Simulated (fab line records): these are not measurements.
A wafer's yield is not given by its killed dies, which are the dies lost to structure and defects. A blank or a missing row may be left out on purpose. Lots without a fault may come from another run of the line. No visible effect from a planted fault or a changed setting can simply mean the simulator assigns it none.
Matching of chambers :: flow gf180mcu :: rie-si-02 running GF_STI_ETCH_14: 4 sister chambers
The step etches Si in HBr/Cl2/O2, target depth 360 nm, time 102.9 s. 16 wafers are shown with their chamber, then 8 later ones without.

== WAFERS PAIRED WITH THEIR CHAMBERS ==
wafer: L728.1
chamber: 0
drypump-motor-current-A (A): 5.9
oes-product-au (a.u.): 0.985
throttle-valve-pct (%): 25.664

wafer: L728.3
chamber: 3
drypump-motor-current-A (A): 5.7
oes-product-au (a.u.): 0.999
throttle-valve-pct (%): 25.659

wafer: L728.4
chamber: 1
drypump-motor-current-A (A): 5.3
oes-product-au (a.u.): 0.996
throttle-valve-pct (%): 25.658

wafer: L730.1
chamber: 0
drypump-motor-current-A (A): 5.9
oes-product-au (a.u.): 0.996
throttle-valve-pct (%): 25.663

wafer: L730.4
chamber: 1
drypump-motor-current-A (A): 5.3
oes-product-au (a.u.): 1.007
throttle-valve-pct (%): 25.668

wafer: L730.6
chamber: 1
drypump-motor-current-A (A): 5.3
oes-product-au (a.u.): 1.014
throttle-valve-pct (%): 25.652

wafer: L731.1
chamber: 3
drypump-motor-current-A (A): 5.7
oes-product-au (a.u.): 0.991
throttle-valve-pct (%): 25.670

wafer: L731.5
chamber: 1
drypump-motor-current-A (A): 5.4
oes-product-au (a.u.): 0.998
throttle-valve-pct (%): 25.654

wafer: L731.6
chamber: 2
drypump-motor-current-A (A): 4.9
oes-product-au (a.u.): 1.017
throttle-valve-pct (%): 25.653

wafer: L732.1
chamber: 2
drypump-motor-current-A (A): 4.9
oes-product-au (a.u.): 1.011
throttle-valve-pct (%): 25.644

wafer: L732.4
chamber: 3
drypump-motor-current-A (A): 5.7
oes-product-au (a.u.): 0.996
throttle-valve-pct (%): 25.653

wafer: L732.5
chamber: 1
drypump-motor-current-A (A): 5.3
oes-product-au (a.u.): 0.997
throttle-valve-pct (%): 25.676

wafer: L744.1
chamber: 3
drypump-motor-current-A (A): 5.7
oes-product-au (a.u.): 1.000
throttle-valve-pct (%): 25.657

wafer: L744.4
chamber: 1
drypump-motor-current-A (A): 5.3
oes-product-au (a.u.): 1.016
throttle-valve-pct (%): 25.641

wafer: L744.6
chamber: 3
drypump-motor-current-A (A): 5.7
oes-product-au (a.u.): 1.005
throttle-valve-pct (%): 25.656

wafer: L745.1
chamber: 3
drypump-motor-current-A (A): 5.7
oes-product-au (a.u.): 1.009
throttle-valve-pct (%): 25.659

SIGNATURES (means of the wafers above)
reading: drypump-motor-current-A
chamber 0: 5.900
chamber 1: 5.317
chamber 2: 4.900
chamber 3: 5.700
scatter within a chamber: 0.0264

reading: oes-product-au
chamber 0: 0.99050
chamber 1: 1.00467
chamber 2: 1.01400
chamber 3: 1.00000
scatter within a chamber: 0.00754

reading: throttle-valve-pct
chamber 0: 25.66350
chamber 1: 25.65817
chamber 2: 25.64850
chamber 3: 25.65900
scatter within a chamber: 0.00902
Rule: for a wafer and a chamber, the distance is found by dividing, reading by reading, the gap between the wafer's reading and the chamber's mean by the reading's scatter, squaring, summing and taking the root. If the next closest chamber is less than 2 further off than the closest, the wafer can't be placed; otherwise it belongs to the closest. The scatter: the root of (the sum of the squares of (reading less its chamber's mean) over the shown wafers, divided by (wafers less chambers)).

== WAFERS WHOSE CHAMBER IS MISSING ==
wafer: L745.2
drypump-motor-current-A (A): 5.9
oes-product-au (a.u.): 0.990
throttle-valve-pct (%): 25.666

wafer: L745.3
drypump-motor-current-A (A): 5.3
oes-product-au (a.u.): 1.014
throttle-valve-pct (%): 25.660

wafer: L749.1
drypump-motor-current-A (A): 4.9
oes-product-au (a.u.): 1.025
throttle-valve-pct (%): 25.638

wafer: L749.4
drypump-motor-current-A (A): 5.3
oes-product-au (a.u.): 1.013
throttle-valve-pct (%): 25.648

wafer: L749.5
drypump-motor-current-A (A): 5.3
oes-product-au (a.u.): 1.008
throttle-valve-pct (%): 25.673

wafer: L751.1
drypump-motor-current-A (A): 5.9
oes-product-au (a.u.): 0.996
throttle-valve-pct (%): 25.658

wafer: L751.2
drypump-motor-current-A (A): 4.9
oes-product-au (a.u.): 1.012
throttle-valve-pct (%): 25.653

wafer: L751.5
drypump-motor-current-A (A): 4.9
oes-product-au (a.u.): 1.008
throttle-valve-pct (%): 25.649

== EACH ONE'S CHAMBER ==
wafer: L745.2
from the rows above: 0
in truth: 0

wafer: L745.3
from the rows above: 1
in truth: 1

wafer: L749.1
from the rows above: 2
in truth: 2

wafer: L749.4
from the rows above: 1
in truth: 1

wafer: L749.5
from the rows above: 1
in truth: 1

wafer: L751.1
from the rows above: 0
in truth: 0

wafer: L751.2
from the rows above: 2
in truth: 2

wafer: L751.5
from the rows above: 2
in truth: 2
Correctly placed: 8 of 8. Number that these rows cannot place: 0. 0 placed wrongly.
